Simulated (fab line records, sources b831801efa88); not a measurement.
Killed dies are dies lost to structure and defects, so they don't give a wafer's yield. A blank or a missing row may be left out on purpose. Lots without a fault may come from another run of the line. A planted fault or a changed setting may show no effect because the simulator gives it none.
fab line records | flow gf180mcu
record lots=22 wafers=66 last_day=34
route steps=602 shown M2@378 V3@445 M4@458 PASSIVATION@598
lots that met no fault: from a run of the same line without faults
start_h: hours from the record's first day to the start of the lot's first wafer shown | wait_h: hours since the lot's step before | " the same as in the row above | L1.1+2: a row that stands for several wafers | - no value, or no start given | * or withheld: withheld | < > ~ a bound
route shown NAME@n: a module of which the file shows steps, and the number in the route of the first | usual: mean/standard deviation of fault-free wafers | same: alike in all rows | chamber/n: place in a boat | sites: the reading at each site | _std_site: their standard deviation | _edge_site: outer sites' mean less inner sites' | radius_mm: how far each site lies from the wafer's centre | mask NAME#n: copy n | behind: the tool/chamber that last shaped the wafer | hold: why the lot was held/for how many hours/how that ended | device: the transistor (n, p or np) that didn't switch | end of line: the same wafers' tests at the end of the route | a step without rows: its recipe alone | killed: dies lost to structure and defects at the first sort, not the wafer's yield | map: a wafer's dies, x killed, . not, _ none there
set.NAME: the setting as run; set.NAME@STEP: as run at that earlier step | model.NAME: the simulator's own value behind a step, which no gauge read
steps of the route over a sample of lots; a table a step, a row a wafer
services: from which hour (start_h, from the record's first day; less than 0 if before it) a tool's chamber was out of use, for how many hours, and why
## steps
# step GF_M2_METAL_ETCH_16
# recipe chemistry=Cl2/BCl3 mask_material=KrF target_depth_nm=750.8 stop_on=SiO2 pressure_mtorr=8 icp_w=800 bias_w=140 Cl2_flow_sccm=80 bcl3_flow_sccm=40 time_s=125.1
# usual bcl3_flow_sccm=39.98/0.12 bias_w=140.1/0.43 drypump_motor_current_A=5.8/0.56 oes_product_au=0.991/0.0058 rf_fwd_power_W=795.5/2.9 throttle_valve_pct=28.229/0.011
# columns lot.wafer tool chamber start_h wait_h bcl3_flow_sccm bias_w drypump_motor_current_A oes_product_au rf_fwd_power_W rf_hours_counter_h throttle_valve_pct
L074.2 rie_metal-04 1 435.66 0.0 39.96 139.5 5.6 0.995 794.6 9 28.238
L074.5 " 0 " " 39.99 140.3 4.8 0.983 792.8 - 28.227
L074.6 " 1 " " 39.92 139.6 5.6 0.993 792.3 - 28.224
L075.2 rie_metal-04 1 443.11 0.0 39.80 139.5 5.6 0.983 794.0 9 28.240
L075.3 " 1 " " 39.78 140.7 5.6 0.993 796.5 - 28.214
L075.4 " 0 " " 39.99 140.2 4.8 0.994 799.1 - 28.238
L076.1 rie_metal-04 1 453.05 0.0 40.02 139.9 5.6 0.988 792.5 9 28.239
L076.4 " 1 " " 40.13 139.8 5.6 0.993 796.1 - 28.236
L076.5 " 1 " " 40.09 140.2 5.6 0.988 795.8 - 28.210
L077.2 rie_metal-04 0 459.21 0.0 39.95 140.6 4.8 0.984 795.4 10 28.241
L077.5 " 1 " " 39.96 139.9 5.7 0.977 797.6 - 28.234
L077.6 " 0 " " 39.91 140.2 4.8 0.992 796.7 - 28.246
L078.1 rie_metal-03 0 472.21 0.0 39.83 140.1 6.1 0.995 800.7 0 28.241
L078.3 " 0 " " 39.96 139.8 6.2 0.999 801.0 - 28.224
L078.5 " 1 " " 39.95 140.2 6.2 0.996 789.5 - 28.232
L079.2 rie_metal-03 0 488.04 0.0 39.88 141.3 6.1 0.992 797.4 0 28.216
L079.3 " 1 " " 40.00 140.7 6.2 0.996 796.4 - 28.228
L079.4 " 0 " " 39.89 140.2 6.2 0.992 797.1 - 28.209
L080.2 rie_metal-04 1 495.65 0.0 39.90 139.8 5.6 0.987 793.4 10 28.232
L080.3 " 1 " " 39.95 140.3 5.6 0.987 794.2 - 28.242
L080.4 " 0 " " 40.05 139.9 4.9 0.983 797.6 - 28.222
L081.2 rie_metal-01 0 504.64 0.0 39.98 139.4 6.4 0.999 792.0 9 28.235
L081.4 " 1 " " 39.98 140.0 6.4 0.991 791.1 - 28.235
L081.6 " 0 " " 40.07 139.6 6.3 0.988 795.7 - 28.233
L083.1 rie_metal-04 0 518.59 0.0 40.02 139.9 4.9 0.980 804.4 11 28.229
L083.2 " 1 " " 40.14 140.1 5.6 0.992 796.1 11 28.213
L083.6 " 1 " " 40.00 139.5 5.6 0.989 798.0 - 28.224
L084.3 rie_metal-03 0 536.83 0.1 40.15 140.8 6.2 0.989 797.3 - 28.207
L084.4 " 1 " " 39.96 140.6 6.2 0.987 795.6 - 28.241
L084.6 " 0 " " 40.21 140.6 6.1 0.997 797.5 - 28.220
L085.2 rie_metal-01 1 540.55 0.0 39.86 140.0 6.4 0.990 798.4 5 28.216
L085.3 " 1 " " 39.93 140.2 6.4 0.994 794.9 - 28.225
L085.6 " 1 " " 39.91 139.9 6.4 0.987 797.6 - 28.226
L086.2 rie_metal-01 0 543.69 0.0 39.81 139.7 6.3 1.000 797.0 10 28.222
L086.5 " 0 " " 39.57 140.4 6.3 0.985 795.7 - 28.221
L086.6 " 1 " " 40.04 139.8 6.4 0.977 791.9 - 28.256
L087.2 rie_metal-04 1 551.04 0.0 40.02 140.5 5.6 0.984 796.4 12 28.232
L087.5 " 1 " " 40.04 139.7 5.6 0.996 797.4 - 28.220
L087.6 " 0 " " 39.73 140.5 4.9 0.983 791.9 - 28.241
L088.1 rie_metal-01 1 559.20 0.0 40.17 139.7 6.4 0.986 794.7 6 28.228
L088.3 " 0 " " 39.88 140.2 6.4 0.991 794.0 - 28.222
L088.5 " 0 " " 39.88 140.1 6.4 0.988 790.2 - 28.223
L090.1 rie_metal-03 0 572.27 0.0 40.08 140.1 6.2 0.985 794.3 3 28.230
L090.4 " 0 " " 40.11 140.2 6.2 0.994 797.7 - 28.219
L090.6 " 1 " " 39.90 139.5 6.2 0.992 792.1 - 28.246
L091.1 rie_metal-01 0 577.69 0.0 39.87 140.5 6.3 0.996 795.8 11 28.243
L091.4 " 0 " " 39.85 139.4 6.3 0.998 794.0 - 28.204
L091.5 " 0 " " 39.97 141.0 6.3 0.996 795.8 - 28.214
L092.2 rie_metal-04 1 588.40 0.0 40.07 139.3 5.6 0.975 797.2 14 28.245
L092.3 " 1 " " 39.95 139.6 5.6 0.990 793.6 - 28.220
L092.4 " 0 " " 40.01 140.3 4.9 0.979 796.1 - 28.248
L093.1 rie_metal-03 0 599.55 0.0 40.11 139.7 6.2 0.992 797.0 4 28.214
L093.2 " 1 " " 39.89 140.5 6.2 0.990 790.8 11 28.236
L093.6 " 1 " " 40.12 140.3 6.2 1.000 786.6 - 28.232
L094.2 rie_metal-04 0 607.10 0.0 39.96 140.3 4.8 0.985 798.5 15 28.234
L094.4 " 1 " " 39.88 139.9 5.6 0.991 796.0 - 28.243
L094.5 " 1 " " 40.13 139.5 5.6 0.985 798.4 - 28.237
L095.4 rie_metal-04 1 614.13 0.1 40.01 139.9 5.7 0.990 792.6 - 28.227
L095.5 " 1 " " 40.09 139.7 5.6 0.997 794.5 - 28.224
L095.6 " 1 " " 40.01 139.4 5.6 0.990 792.7 - 28.221
L096.1 rie_metal-01 1 623.52 0.0 39.95 139.9 6.4 0.991 792.8 8 28.231
L096.3 " 1 " " 39.85 140.0 6.4 0.996 792.1 - 28.220
L096.4 " 1 " " 39.76 140.5 6.4 0.986 795.0 - 28.236
L097.1 rie_metal-04 1 624.40 0.0 40.12 140.2 5.6 0.987 795.5 16 28.225
L097.2 " 1 " " 40.04 140.3 5.6 0.982 799.3 - 28.220
L097.3 " 1 " " 40.05 140.6 5.6 0.986 797.0 - 28.234
# step GF_M2_STRIP_17
# recipe chemistry=O2/N2 power_w=1400 pressure_mtorr=1500 platen_temp_c=250 o2_flow_sccm=3000 n2_flow_sccm=300 overash_fraction=0.5
# usual drypump_motor_current_A=5.80/0.2 heater_power_w=332/18 oes_product_au=0.537/0.0052 platen_temp_c=250.02/0.16 strip_time_to_endpoint_s=7.38/0.044
# columns lot.wafer tool chamber start_h wait_h drypump_motor_current_A heater_power_w oes_product_au platen_temp_c rf_hours_counter_h strip_time_to_endpoint_s
L074.2 plasma_asher-01 1 435.79 0.1 6.00 367 0.540 249.82 36 7.34
L074.5 " 0 " " 5.81 322 0.543 249.84 - 7.40
L074.6 " 1 " " 6.06 359 0.536 249.85 - 7.38
L075.2 plasma_asher-01 0 443.24 0.1 5.80 326 0.541 249.60 36 7.40
L075.3 " 0 " " 5.81 311 0.534 249.82 - 7.36
L075.4 " 1 " " 6.02 354 0.539 250.14 - 7.37
L076.1 plasma_asher-02 0 453.17 0.1 5.60 347 0.545 250.05 64 7.37
L076.4 " 1 " " 6.09 302 0.541 250.00 - 7.39
L076.5 " 0 " " 5.60 345 0.530 250.14 - 7.36
L077.2 plasma_asher-04 0 459.33 0.1 5.70 325 0.537 250.07 3 7.43
L077.5 " 1 " " 5.60 333 0.543 249.89 - 7.39
L077.6 " 0 " " 5.69 319 0.551 250.20 - 7.40
L078.1 plasma_asher-04 1 472.33 0.1 5.60 326 0.536 250.26 5 7.38
L078.3 " 1 " " 5.58 339 0.534 250.17 - 7.33
L078.5 " 1 " " 5.62 339 0.540 250.14 - 7.39
L079.2 plasma_asher-02 0 488.17 0.1 5.60 349 0.524 249.76 68 7.28
L079.3 " 1 " " 6.08 315 0.532 250.03 - 7.35
L079.4 " 0 " " 5.61 350 0.528 249.90 - 7.34
L080.2 plasma_asher-01 1 495.78 0.1 6.01 363 0.535 250.04 41 7.44
L080.3 " 1 " " 6.02 368 0.545 250.06 - 7.45
L080.4 " 0 " " 5.83 322 0.534 249.81 - 7.40
L081.2 plasma_asher-04 1 504.77 0.1 5.58 331 0.528 249.75 8 7.35
L081.4 " 0 " " 5.73 317 0.535 249.98 - 7.41
L081.6 " 1 " " 5.56 339 0.538 250.07 - 7.35
L083.1 plasma_asher-01 1 518.72 0.1 6.02 360 0.534 250.09 43 7.42
L083.2 " 0 " " 5.81 328 0.541 250.15 43 7.37
L083.6 " 0 " " 5.76 316 0.535 250.23 - 7.39
L084.3 plasma_asher-02 0 536.95 0.1 5.60 338 0.528 250.19 - 7.32
L084.4 " 1 " " 6.09 305 0.538 250.16 - 7.32
L084.6 " 1 " " 6.09 315 0.531 250.17 - 7.34
L085.2 plasma_asher-02 0 540.68 0.1 5.61 341 0.531 250.21 74 7.36
L085.3 " 1 " " 6.07 311 0.540 250.00 - 7.32
L085.6 " 1 " " 6.05 314 0.538 249.96 - 7.34
L086.2 plasma_asher-02 0 543.82 0.1 5.61 350 0.539 249.98 74 7.29
L086.5 " 0 " " 5.60 347 0.535 249.88 - 7.29
L086.6 " 1 " " 6.07 318 0.539 250.18 - 7.44
L087.2 plasma_asher-04 1 551.17 0.1 5.57 333 0.536 250.15 13 7.35
L087.5 " 0 " " 5.70 318 0.532 250.08 - 7.35
L087.6 " 1 " " 5.55 336 0.541 250.04 - 7.41
L088.1 plasma_asher-02 1 559.33 0.1 6.04 315 0.527 250.03 76 7.37
L088.3 " 0 " " 5.59 348 0.538 250.03 - 7.26
L088.5 " 1 " " 6.03 306 0.532 249.95 - 7.31
L090.1 plasma_asher-01 0 572.40 0.1 5.77 318 0.537 250.01 49 7.37
L090.4 " 1 " " 5.97 363 0.541 250.13 - 7.37
L090.6 " 0 " " 5.79 323 0.535 250.00 - 7.41
L091.1 plasma_asher-02 0 577.82 0.1 5.59 340 0.528 250.29 78 7.32
L091.4 " 0 " " 5.59 341 0.531 250.12 - 7.29
L091.5 " 1 " " 6.13 310 0.527 250.12 - 7.30
L092.2 plasma_asher-02 1 588.53 0.1 6.09 313 0.541 250.10 79 7.39
L092.3 " 1 " " 6.13 313 0.548 250.21 - 7.44
L092.4 " 0 " " 5.58 340 0.536 249.76 - 7.46
L093.1 plasma_asher-01 1 599.68 0.1 5.97 362 0.538 249.89 52 7.42
L093.2 " 0 " " 5.78 324 0.539 250.06 52 7.44
L093.6 " 1 " " 6.01 356 0.538 250.02 - 7.48
L094.2 plasma_asher-04 0 607.23 0.1 5.69 324 0.533 250.06 18 7.48
L094.4 " 0 " " 5.71 332 0.539 249.86 - 7.40
L094.5 " 1 " " 5.59 340 0.539 250.11 - 7.39
L095.4 plasma_asher-02 1 614.30 0.1 6.05 317 0.548 249.80 - 7.39
L095.5 " 1 " " 6.08 311 0.540 249.81 - 7.37
L095.6 " 0 " " 5.60 337 0.545 250.09 - 7.40
L096.1 plasma_asher-04 1 623.78 0.2 5.57 329 0.539 250.24 20 7.37
L096.3 " 0 " " 5.71 317 0.542 250.03 - 7.33
L096.4 " 1 " " 5.58 333 0.533 250.12 - 7.41
L097.1 plasma_asher-01 0 624.66 0.2 5.85 317 0.542 250.07 54 7.42
L097.2 " 1 " " 5.98 364 0.539 249.83 54 7.42
L097.3 " 0 " " 5.78 331 0.535 249.93 - 7.39
# step GF_V3_ETCH_16
# recipe chemistry=N2/H2 target_depth_a=withheld overetch_a=withheld time_s=withheld target=BARC ion_energy_ev=200 source_w=500 bias_w=100 pressure_mtorr=30 n2_flow_sccm=100 h2_flow_sccm=200
# usual bias_w=100.0/0.31 drypump_motor_current_A=5.7/0.34 oes_product_au=0.854/0.0044 rf_fwd_power_W=494.3/1.8 throttle_valve_pct=13.225/0.0091
# columns lot.wafer tool chamber start_h wait_h bias_w drypump_motor_current_A oes_product_au rf_fwd_power_W throttle_valve_pct
L074.2 rie_diel-01 3 512.07 0.0 100.1 5.8 0.852 492.5 13.230
L074.5 " 3 " " 99.9 5.8 0.855 494.2 13.215
L074.6 " 2 " " 99.7 5.3 0.863 494.5 13.222
L075.2 rie_diel-01 0 518.95 0.0 100.1 6.2 0.850 491.5 13.233
L075.3 " 1 " " 99.5 5.7 0.853 489.9 13.224
L075.4 " 3 " " 100.2 5.8 0.851 496.2 13.230
L076.1 rie_diel-03 2 528.30 0.0 99.7 5.5 0.848 494.0 13.231
L076.4 " 1 " " 99.8 5.4 0.856 494.9 13.216
L076.5 " 1 " " 100.2 5.4 0.855 494.6 13.225
L077.2 rie_diel-04 3 533.74 0.0 100.3 5.6 0.857 491.9 13.217
L077.5 " 3 " " 100.4 5.6 0.854 494.0 13.215
L077.6 " 0 " " 100.4 5.9 0.853 493.0 13.221
L078.1 rie_diel-04 1 547.40 0.0 99.6 6.2 0.845 495.9 13.222
L078.3 " 3 " " 100.1 5.6 0.858 494.9 13.212
L078.5 " 0 " " 99.7 5.9 0.854 493.7 13.229
L079.2 rie_diel-01 0 561.46 0.0 99.4 6.2 0.849 492.7 13.219
L079.3 " 1 " " 100.0 5.7 0.850 491.1 13.228
L079.4 " 3 " " 100.2 5.8 0.856 495.7 13.207
L080.2 rie_diel-03 2 569.00 0.0 99.6 5.5 0.857 493.3 13.220
L080.3 " 3 " " 99.6 6.2 0.861 495.5 13.215
L080.4 " 3 " " 100.2 6.2 0.856 495.8 13.220
L081.2 rie_diel-03 3 577.42 0.0 99.5 6.2 0.852 494.4 13.240
L081.4 " 0 " " 100.1 5.7 0.858 493.4 13.235
L081.6 " 2 " " 99.9 5.5 0.853 492.5 13.223
L083.1 rie_diel-04 2 588.29 0.0 100.3 5.0 0.849 496.8 13.206
L083.2 " 3 " " 99.9 5.6 0.850 497.2 13.239
L083.6 " 2 " " 100.5 5.1 0.852 497.9 13.241
L084.3 rie_diel-01 0 607.22 0.0 100.3 6.2 0.855 495.8 13.248
L084.4 " 3 " " 100.4 5.8 0.856 495.1 13.230
L084.6 " 0 " " 99.6 6.3 0.858 494.5 13.238
L085.2 rie_diel-03 1 609.64 0.0 99.9 5.3 0.856 495.7 13.229
L085.3 " 0 " " 100.1 5.7 0.857 494.2 13.243
L085.6 " 2 " " 99.9 5.5 0.852 497.0 13.226
L086.2 rie_diel-01 0 613.05 0.0 99.9 6.2 0.867 493.4 13.223
L086.5 " 1 " " 100.3 5.7 0.854 489.7 13.234
L086.6 " 2 " " 99.8 5.3 0.854 496.3 13.220
L087.2 rie_diel-04 0 618.57 0.0 99.6 5.8 0.858 494.9 13.231
L087.5 " 0 " " 99.6 5.8 0.854 498.2 13.232
L087.6 " 3 " " 99.7 5.6 0.850 496.5 13.240
L088.1 rie_diel-03 2 626.47 0.0 100.2 5.5 0.857 492.2 13.229
L088.3 " 0 " " 100.1 5.7 0.852 494.9 13.212
L088.5 " 3 " " 100.1 6.2 0.852 496.0 13.219
L090.1 rie_diel-04 3 638.74 0.0 100.0 5.6 0.856 495.2 13.205
L090.4 " 1 " " 100.2 6.2 0.856 495.1 13.214
L090.6 " 2 " " 100.0 5.1 0.855 494.5 13.210
L091.1 rie_diel-03 3 644.60 0.0 100.0 6.2 0.852 496.1 13.212
L091.4 " 2 " " 100.1 5.5 0.859 492.3 13.221
L091.5 " 0 " " 99.5 5.6 0.856 493.9 13.224
L092.2 rie_diel-03 2 655.02 0.0 99.9 5.5 0.853 492.9 13.220
L092.3 " 3 " " 99.4 6.2 0.854 496.1 13.215
L092.4 " 1 " " 100.3 5.4 0.856 493.8 13.226
L093.1 rie_diel-03 2 663.89 0.0 99.8 5.4 0.852 494.3 13.220
L093.2 " 3 " " 100.2 6.2 0.852 494.5 13.223
L093.6 " 0 " " 100.0 5.7 0.851 495.8 13.227
L094.2 rie_diel-03 2 670.37 0.0 100.4 5.5 0.855 495.7 13.211
L094.4 " 0 " " 100.1 5.7 0.857 495.0 13.222
L094.5 " 3 " " 99.8 6.2 0.853 493.2 13.235
L095.4 rie_diel-01 2 679.16 0.0 100.4 5.3 0.856 493.4 13.232
L095.5 " 0 " " 100.1 6.2 0.850 493.4 13.223
L095.6 " 1 " " 100.3 5.7 0.848 493.1 13.220
L096.1 rie_diel-03 1 685.75 0.0 99.4 5.4 0.850 495.3 13.238
L096.3 " 3 " " 99.6 6.2 0.861 496.7 13.230
L096.4 " 3 " " 99.5 6.2 0.857 493.3 13.224
L097.1 rie_diel-01 0 686.27 0.0 99.9 6.3 0.852 493.8 13.223
L097.2 " 3 " " 99.6 5.8 0.845 496.0 13.222
L097.3 " 1 " " 100.1 5.7 0.861 490.3 13.228
# step GF_M4_SPUTTER_02
# recipe material=AlCu target_thk_nm=450 power_w=10600 time_s=23.9 chamber_pressure_pa=0.4
# usual throttle_valve_pct=29.8/0.84
# columns lot.wafer tool chamber start_h wait_h throttle_valve_pct
L074.2 pvd_sputter-04 - 513.56 0.0 30.0
L074.5 " - " " 29.8
L074.6 " - " " 29.2
L075.2 pvd_sputter-01 - 520.46 0.0 31.6
L075.3 " - " " 29.2
L075.4 " - " " 30.4
L076.1 pvd_sputter-04 - 529.79 0.0 29.5
L076.4 " - " " 29.1
L076.5 " - " " 29.4
L077.2 pvd_sputter-04 - 535.26 0.0 29.9
L077.5 " - " " 29.7
L077.6 " - " " 29.3
L078.1 pvd_sputter-04 - 548.89 0.0 29.5
L078.3 " - " " 29.3
L078.5 " - " " 29.8
L079.2 pvd_sputter-04 - 563.05 0.0 29.5
L079.3 " - " " 29.8
L079.4 " - " " 29.9
L080.2 pvd_sputter-01 - 570.52 0.0 28.9
L080.3 " - " " 31.5
L080.4 " - " " 30.6
L081.2 pvd_sputter-01 - 578.92 0.0 29.0
L081.4 " - " " 30.0
L081.6 " - " " 30.0
L083.1 pvd_sputter-02 - 589.81 0.0 28.5
L083.2 " - " " 28.7
L083.6 " - " " 30.2
L084.3 pvd_sputter-04 - 608.71 0.0 29.2
L084.4 " - " " 29.4
L084.6 " - " " 29.4
L085.2 pvd_sputter-04 - 611.15 0.0 29.5
L085.3 " - " " 29.7
L085.6 " - " " 29.4
L086.2 pvd_sputter-01 - 614.62 0.0 29.5
L086.5 " - " " 30.2
L086.6 " - " " 31.6
L087.2 pvd_sputter-02 - 620.28 0.0 28.4
L087.5 " - " " 30.0
L087.6 " - " " 28.5
L088.1 pvd_sputter-01 - 627.96 0.0 30.3
L088.3 " - " " 29.2
L088.5 " - " " 30.2
L090.1 pvd_sputter-01 - 640.24 0.0 30.4
L090.4 " - " " 30.3
L090.6 " - " " 31.6
L091.1 pvd_sputter-02 - 646.13 0.0 28.8
L091.4 " - " " 30.3
L091.5 " - " " 28.7
L092.2 pvd_sputter-02 - 656.51 0.0 30.0
L092.3 " - " " 29.9
L092.4 " - " " 28.7
L093.1 pvd_sputter-01 - 665.45 0.0 30.1
L093.2 " - " " 31.7
L093.6 " - " " 30.2
L094.2 pvd_sputter-02 - 671.92 0.0 30.2
L094.4 " - " " 30.1
L094.5 " - " " 29.0
L095.4 pvd_sputter-02 - 680.65 0.0 30.4
L095.5 " - " " 28.6
L095.6 " - " " 28.5
L096.1 pvd_sputter-04 - 687.27 0.0 30.1
L096.3 " - " " 29.7
L096.4 " - " " 29.5
L097.1 pvd_sputter-01 - 687.81 0.0 29.2
L097.2 " - " " 30.2
L097.3 " - " " 30.2
# step GF_M4_SPUTTER_03
# recipe material=Ti target_thk_nm=10 substrate_temp_c=300 chamber_pressure_pa=0.3 power_w=3000 time_s=6.7
# usual throttle_valve_pct=29.8/0.85
# columns lot.wafer tool chamber start_h wait_h throttle_valve_pct
L074.2 pvd_sputter-04 - 513.59 0.0 29.5
L074.5 " - " " 29.8
L074.6 " - " " 29.3
L075.2 pvd_sputter-01 - 520.49 0.0 31.6
L075.3 " - " " 29.3
L075.4 " - " " 30.4
L076.1 pvd_sputter-04 - 529.82 0.0 29.2
L076.4 " - " " 29.3
L076.5 " - " " 29.3
L077.2 pvd_sputter-04 - 535.29 0.0 30.1
L077.5 " - " " 29.6
L077.6 " - " " 29.5
L078.1 pvd_sputter-04 - 548.92 0.0 29.4
L078.3 " - " " 29.1
L078.5 " - " " 29.5
L079.2 pvd_sputter-04 - 563.08 0.0 29.3
L079.3 " - " " 29.9
L079.4 " - " " 30.0
L080.2 pvd_sputter-01 - 570.55 0.0 29.1
L080.3 " - " " 31.6
L080.4 " - " " 30.2
L081.2 pvd_sputter-01 - 578.94 0.0 29.2
L081.4 " - " " 30.2
L081.6 " - " " 30.2
L083.1 pvd_sputter-02 - 589.84 0.0 28.5
L083.2 " - " " 28.7
L083.6 " - " " 30.0
L084.3 pvd_sputter-04 - 608.74 0.0 29.4
L084.4 " - " " 29.5
L084.6 " - " " 29.2
L085.2 pvd_sputter-04 - 611.18 0.0 29.1
L085.3 " - " " 29.4
L085.6 " - " " 29.5
L086.2 pvd_sputter-01 - 614.65 0.0 29.4
L086.5 " - " " 30.5
L086.6 " - " " 31.6
L087.2 pvd_sputter-02 - 620.31 0.0 28.3
L087.5 " - " " 30.2
L087.6 " - " " 28.6
L088.1 pvd_sputter-01 - 627.99 0.0 30.1
L088.3 " - " " 29.1
L088.5 " - " " 30.2
L090.1 pvd_sputter-01 - 640.27 0.0 30.3
L090.4 " - " " 30.1
L090.6 " - " " 31.7
L091.1 pvd_sputter-02 - 646.16 0.0 28.8
L091.4 " - " " 30.3
L091.5 " - " " 28.9
L092.2 pvd_sputter-02 - 656.54 0.0 30.3
L092.3 " - " " 30.2
L092.4 " - " " 28.7
L093.1 pvd_sputter-01 - 665.48 0.0 30.3
L093.2 " - " " 31.6
L093.6 " - " " 30.3
L094.2 pvd_sputter-02 - 671.95 0.0 30.2
L094.4 " - " " 30.2
L094.5 " - " " 28.6
L095.4 pvd_sputter-02 - 680.68 0.0 30.2
L095.5 " - " " 28.8
L095.6 " - " " 28.5
L096.1 pvd_sputter-04 - 687.30 0.0 29.6
L096.3 " - " " 29.8
L096.4 " - " " 29.1
L097.1 pvd_sputter-01 - 687.84 0.0 29.1
L097.2 " - " " 30.2
L097.3 " - " " 30.5
# step GF_PASSIVATION_ETCH_11
# recipe chemistry=CF4/O2 target_depth_nm=2040 stop_on=TiN source_w=800 bias_w=150 pressure_mtorr=150 cf4_flow_sccm=80 O2_flow_sccm=10 time_s=453.3
# usual bias_w=150.0/0.49 drypump_motor_current_A=5.7/0.35 oes_product_au=0.990/0.006 rf_fwd_power_W=798.7/2.6 throttle_valve_pct=5.967/0.0083
# columns lot.wafer tool chamber start_h wait_h bias_w drypump_motor_current_A oes_product_au rf_fwd_power_W rf_hours_counter_h throttle_valve_pct
L074.2 rie_diel-01 3 669.86 - 150.0 5.8 0.980 797.4 31 5.958
L074.5 " 0 " " 150.6 6.3 0.990 802.2 - 5.967
L074.6 " 2 " " 150.0 5.3 0.985 799.8 - 5.981
L075.2 rie_diel-03 3 675.03 - 150.0 6.2 0.987 800.0 11 5.952
L075.3 " 1 " " 150.0 5.4 0.984 800.3 31 5.956
L075.4 " 2 " " 149.6 5.5 0.994 800.2 16 5.977
L076.1 rie_diel-03 3 683.09 - 150.0 6.2 0.994 799.8 12 5.979
L076.4 " 2 " " 149.8 5.5 0.995 801.6 - 5.962
L076.5 " 3 " " 149.8 6.2 1.001 803.5 - 5.970
L077.2 rie_diel-01 2 686.83 - 150.0 5.3 0.987 804.8 3 5.960
L077.5 " 3 " " 149.1 5.8 0.991 800.4 - 5.966
L077.6 " 0 " " 149.8 6.2 0.992 798.6 - 5.970
L078.1 rie_diel-03 1 699.16 - 150.7 5.4 0.988 801.8 33 5.961
L078.3 " 3 " " 150.5 6.2 1.001 796.9 13 5.967
L078.5 " 2 " " 151.0 5.5 0.987 799.9 - 5.969
L079.2 rie_diel-01 3 709.83 - 148.7 5.8 0.992 801.5 32 5.964
L079.3 " 2 " " 149.3 5.3 0.992 799.6 4 5.968
L079.4 " 1 " " 150.2 5.7 0.991 800.7 1 5.970
L080.2 rie_diel-03 2 717.56 - 148.8 5.5 0.994 795.3 18 5.968
L080.3 " 1 " " 149.6 5.4 0.990 800.4 34 5.965
L080.4 " 3 " " 150.2 6.2 0.993 795.3 14 5.971
L081.2 rie_diel-04 3 722.96 - 149.6 5.6 0.993 799.6 10 5.957
L081.4 " 3 " " 149.6 5.6 0.977 798.5 - 5.955
L081.6 " 2 " " 150.2 5.0 0.991 797.8 - 5.959
L083.1 rie_diel-01 1 733.61 - 149.9 5.7 0.989 794.5 3 5.989
L083.2 " 3 " " 150.0 5.8 0.979 801.8 34 5.960
L083.6 " 0 " " 150.2 6.2 0.993 797.5 - 5.958
L084.3 rie_diel-04 3 747.69 - 150.0 5.6 0.993 799.1 12 5.965
L084.4 " 0 " " 150.4 5.9 0.997 798.0 1 5.970
L084.6 " 1 " " 149.4 6.2 0.992 797.2 - 5.968
L085.2 rie_diel-03 1 749.28 - 150.2 5.4 0.986 796.6 35 5.953
L085.3 " 2 " " 150.0 5.5 0.986 796.6 20 5.973
L085.6 " 3 " " 149.0 6.2 0.996 798.2 - 5.944
L086.2 rie_diel-04 3 754.33 - 149.7 5.6 0.994 797.1 12 5.968
L086.5 " 3 " " 149.2 5.6 0.986 801.6 - 5.963
L086.6 " 0 " " 149.5 5.8 0.999 796.3 - 5.981
L087.2 rie_diel-04 0 759.26 - 150.1 5.9 0.996 795.8 2 5.971
L087.5 " 0 " " 150.2 5.8 0.993 793.5 - 5.953
L087.6 " 3 " " 150.2 5.6 0.990 795.3 - 5.967
L088.1 rie_diel-01 2 762.54 - 150.2 5.3 0.983 797.2 7 5.972
L088.3 " 1 " " 149.8 5.7 0.993 797.3 4 5.978
L088.5 " 1 " " 149.9 5.7 0.988 796.9 - 5.976
L090.1 rie_diel-01 3 773.96 - 150.0 5.8 0.988 799.7 36 5.961
L090.4 " 2 " " 149.7 5.3 0.997 798.9 7 5.961
L090.6 " 1 " " 150.0 5.7 0.988 796.6 - 5.961
L091.1 rie_diel-03 2 778.56 - 149.5 5.5 0.992 800.3 21 5.972
L091.4 " 0 " " 151.1 5.7 0.990 795.5 8 5.954
L091.5 " 0 " " 150.7 5.7 0.989 795.9 - 5.965
L092.2 rie_diel-03 1 786.31 - 149.6 5.3 0.990 798.6 37 5.967
L092.3 " 2 " " 149.6 5.5 0.993 796.9 22 5.968
L092.4 " 3 " " 150.2 6.2 0.990 798.0 17 5.963
L093.1 rie_diel-01 0 794.13 - 150.1 6.2 0.996 797.8 24 5.973
L093.2 " 3 " " 150.6 5.8 0.984 800.3 37 5.978
L093.6 " 3 " " 149.5 5.8 0.984 800.0 - 5.949
L094.2 rie_diel-01 0 797.16 - 149.7 6.2 0.990 798.1 24 5.974
L094.4 " 2 " " 150.2 5.3 0.997 797.7 9 5.966
L094.5 " 0 " " 149.8 6.2 0.989 798.0 - 5.968
L095.4 rie_diel-01 1 805.80 - 149.8 5.7 0.990 798.5 - 5.961
L095.5 " 2 " " 149.7 5.2 0.992 795.3 - 5.967
L095.6 " 0 " " 150.7 6.2 0.984 798.6 - 5.974
L097.1 rie_diel-04 2 810.96 - 149.5 5.0 0.991 800.2 9 5.971
L097.2 " 1 " " 149.6 6.2 0.995 796.6 24 5.973
L097.3 " 0 " " 151.1 5.8 0.989 796.2 3 5.969
L096.1 rie_diel-03 3 811.31 - 150.6 6.2 0.984 796.7 18 5.961
L096.3 " 2 " " 149.8 5.5 0.991 796.5 23 5.985
L096.4 " 1 " " 150.2 5.4 0.984 798.8 38 5.971
## services
# columns tool chamber start_h hours kind
rie_diel-01 3 436.10 7.3 repair
rie_diel-03 - 452.01 0.1 repair
rie_diel-03 0 469.68 10.8 repair
rie_diel-01 - 497.28 1.1 repair
rie_diel-03 0 558.08 15.7 repair
pvd_sputter-04 - 571.17 1.8 repair
rie_diel-03 3 595.06 12.0 repair
rie_diel-01 0 617.83 2.7 repair
pvd_sputter-04 - 627.72 9.0 repair
rie_diel-01 2 637.10 2.9 repair
rie_diel-01 - 656.12 0.3 repair
rie_diel-03 1 659.31 4.2 repair
rie_diel-03 0 676.42 33.4 repair
rie_diel-01 2 696.20 6.0 repair
pvd_sputter-01 - 700.10 15.1 repair
pvd_sputter-01 - 708.82 9.3 repair
pvd_sputter-04 - 715.67 1.9 repair
rie_diel-01 3 745.23 6.1 repair
pvd_sputter-04 - 764.94 5.0 repair
pvd_sputter-01 - 778.21 0.5 repair
pvd_sputter-04 - 781.55 1.1 repair
pvd_sputter-04 - 782.15 3.9 repair
pvd_sputter-04 - 782.40 3.5 repair
rie_diel-01 3 801.62 5.1 repair
## key
fault none
